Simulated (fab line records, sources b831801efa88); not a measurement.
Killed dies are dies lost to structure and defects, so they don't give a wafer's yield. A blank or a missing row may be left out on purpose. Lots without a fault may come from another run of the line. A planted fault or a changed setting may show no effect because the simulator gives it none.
One fault seen from 2 desks | flow sky130 | each desk has only its own numbers; what lay behind them comes last

THE TOOL OWNER'S DESK: implanter-03
The tool's own readings at SKY_VT_ADJUST_HVTP_IMPLANT_09: means of the sampled wafers that have a number, for each lot that ran on this tool. A lot is out of limits, marked OUT, if its mean lies more than 4 standard deviations from the usual mean; the brackets give that distance.
Columns: A = beam_on_s at SKY_VT_ADJUST_HVTP_IMPLANT_09, usual 10.00 s; B = dose_ions_cm2 at SKY_VT_ADJUST_HVTP_IMPLANT_09, usual 4.3e+12; C = faraday_current_uA at SKY_VT_ADJUST_HVTP_IMPLANT_09, usual 24.3
lot  | first seen here | A     | B                         | C
L913 | day 6 00:47     | 10.15 | 4.3e+12                   | 24.0
L914 | day 6 09:55     | 9.98  | 4.3e+12                   | 24.3
L916 | day 6 18:10     | 9.85  | 4.3e+12                   | 24.7
L920 | day 8 02:14     | 10.18 | 4.3e+12                   | 23.8
L924 | day 9 02:29     | 9.87  | 4.3e+12                   | 24.6
L926 | day 9 16:25     | 9.93  | 4.9e+12 (+99 or more) OUT | 27.9 (+7.4) OUT
L929 | day 10 04:07    | 10.11 | 4.9e+12 (+99 or more) OUT | 27.4 (+6.3) OUT
This desk's finding: out of limits on L926, L929; first on L926, day 9 16:25 (dose_ions_cm2 at SKY_VT_ADJUST_HVTP_IMPLANT_09). In limits: L913, L914, L916, L920, L924.

THE METROLOGY DESK
What the gauges read, lot by lot, whatever tool the lot ran on: means of the sampled wafers that have a number. A lot is out of limits, marked OUT, if its mean lies more than 4 standard deviations from the usual mean; the brackets give that distance.
Columns: A = VT_ADJUST_HVTP_TW at SKY_VT_ADJUST_HVTP_TW_MEAS_11, usual 1358; B = CONTACT_W_RS at SKY_CONTACT_RS_MEAS_25, usual 0.336 ohm/sq; C = VIA2_BOW at SKY_VIA2_BOW_MEAS_03, usual 84 um
lot  | first seen here | A               | B     | C
L913 | day 6 01:01     | 1353            | 0.338 | 82
L914 | day 6 10:10     | 1356            | 0.338 | 74
L916 | day 6 18:25     | 1358            | 0.335 | 85
L918 | day 7 13:34     | 1355            | 0.335 | 86
L919 | day 8 01:31     | 1359            | 0.343 | 77
L920 | day 8 02:28     | 1364            | 0.339 | 85
L924 | day 9 02:43     | 1357            | 0.338 | 88
L926 | day 9 16:40     | 1426 (+11) OUT  | 0.334 | 85
L929 | day 10 04:22    | 1416 (+9.3) OUT | 0.335 | 83
L933 | day 11 15:05    | 1367            | 0.340 | 87
L934 | day 11 18:25    | 1364            | 0.336 | 83
L935 | day 12 01:31    | 1365            | 0.334 | 85
This desk's finding: out of limits on L926, L929; first on L926, day 9 16:40 (VT_ADJUST_HVTP_TW at SKY_VT_ADJUST_HVTP_TW_MEAS_11). In limits: L913, L914, L916, L918, L919, L920, L924, L933, L934, L935.

PUT TOGETHER
The tool owner's desk could have raised an alarm at day 9 16:25, on L926, L929.
The metrology desk could have raised an alarm at day 9 16:40, on L926, L929.
Of the lots named, all ran SKY_VT_ADJUST_HVTP_IMPLANT_09 on implanter-03.

WHAT THE SIMULATOR HAD PUT IN
Process parameter drift: implanter-03, from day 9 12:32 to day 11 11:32, at SKY_VT_ADJUST_HVTP_IMPLANT_09. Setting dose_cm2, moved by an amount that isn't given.
Lots struck among those shown: L926, L929.
Hours from the fault's start to each desk's first reading out of limits: the tool owner's desk, 4; the metrology desk, 4.
